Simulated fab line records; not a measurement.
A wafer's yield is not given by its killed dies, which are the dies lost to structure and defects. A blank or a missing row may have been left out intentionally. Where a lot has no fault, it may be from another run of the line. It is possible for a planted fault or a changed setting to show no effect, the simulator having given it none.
A lot that was struck, set against a sound lot ; flow gf180mcu ; 16 steps out of a route of 602
Sound: wafers L308.3, L308.5, L308.6. Struck: wafers L318.3, L318.5, L318.6. The cause is given at the end.
At each step with rows: each side's tool, then ch and its chambers, then its first start. Under that, the readings that differ: sound wafers ; struck wafers ; difference of the means ; sigmas: that difference in standard deviations of wafers without a fault.
alike: readings whose means differ by less than 2 such deviations, and words and numbers that are the same on both sides. not compared: withheld readings, readings that some wafer has no value for, bounds like >300 that may hide the same value, and numbers for which the record gives no deviation and whose values overlap.
A row with sigmas, a row that says differs or no value, or rows on one side alone: a step with any of these is where the two part. Numbers that don't overlap but have no deviation are shown without sigmas and don't part them. Lack of a reading on every wafer of one side parts them only where that side has two or more wafers.

GF_NSD_CD_MEAS_07 targets a cd of 400 nm.
  sound on cd-sem-01 at day 17 05:10; struck on cd-sem-02 at day 20 10:58
reading;sound;struck;difference;sigmas
cd-nm (nm);402.1 400.1 400.9;395.5 396.1 395.6;-5.3;-3
GF_NSD_OVL_MEAS_08:
  sound on overlay-01 at day 17 05:15; struck on overlay-01 at day 20 11:04
  alike: NSD_OVL
then, 2 steps without rows for these wafers: GF_NSD_IMPLANT_09; GF_NSD_IMPLANT_10.
GF_NSD_STRIP_11: strips in O2/N2.
  sound on plasma-asher-01 ch 0,1, day 17 05:37; struck on plasma-asher-01 ch 0,1, day 20 11:25
  alike: drypump-motor-current-A, heater-power-w, oes-product-au, strip-time-to-endpoint-s
  not compared: rf-hours-counter-h
GF_NSD_TW_MEAS_12:
  sound on film-metro-03 at day 17 05:41; struck on film-metro-04 at day 20 11:30
  alike: NSD_TW
then, 6 steps without rows for these wafers: GF_PSD_DEHYDRATE_00 (time 60 s); GF_PSD_HMDS_01 (prime time 60 s); GF_PSD_COAT_02 (resist thk 1000 nm); GF_PSD_SOFTBAKE_03 (time 60 s); GF_PSD_EXPOSE_04 (exposes mask Pplus, target cd 400 nm); GF_PSD_PEB_05.
GF_PSD_DEVELOP_06: develop time 60 s.
  sound on litho-track-01 ch 0, day 18 05:13; struck on litho-track-01 ch 0, day 21 11:04
reading;sound;struck;difference;sigmas
developer-temp-C (C);22.98 23.05 23.04;25.34 25.42 25.21;+2.30;+21
GF_PSD_CD_MEAS_07 targets a cd of 400 nm.
  sound on cd-sem-02 at day 18 05:22; struck on cd-sem-02 at day 21 11:30
reading;sound;struck;difference;sigmas
cd-nm (nm);398.6 398.2 398.8;390.4 390.6 391.2;-7.8;-3
  not compared: hold
GF_PSD_OVL_MEAS_08:
  sound on overlay-02 at day 18 05:28; struck on overlay-02 at day 21 18:25
reading;sound;struck;difference;sigmas
hold;- - -;await-dispo/6.8h/release await-dispo/6.8h/release await-dispo/6.8h/release;no value on the sound wafers;
  alike: PSD_OVL
GF_PASSIVATION_PROBE_99:
  rows exist in the record for the sound wafers here (prober-01, day 32 06:42), none for the struck ones

WHERE THEY PART
At GF_NSD_CD_MEAS_07 first; at GF_PASSIVATION_PROBE_99 last (within this record only).

WHY: what had been put in by the simulator
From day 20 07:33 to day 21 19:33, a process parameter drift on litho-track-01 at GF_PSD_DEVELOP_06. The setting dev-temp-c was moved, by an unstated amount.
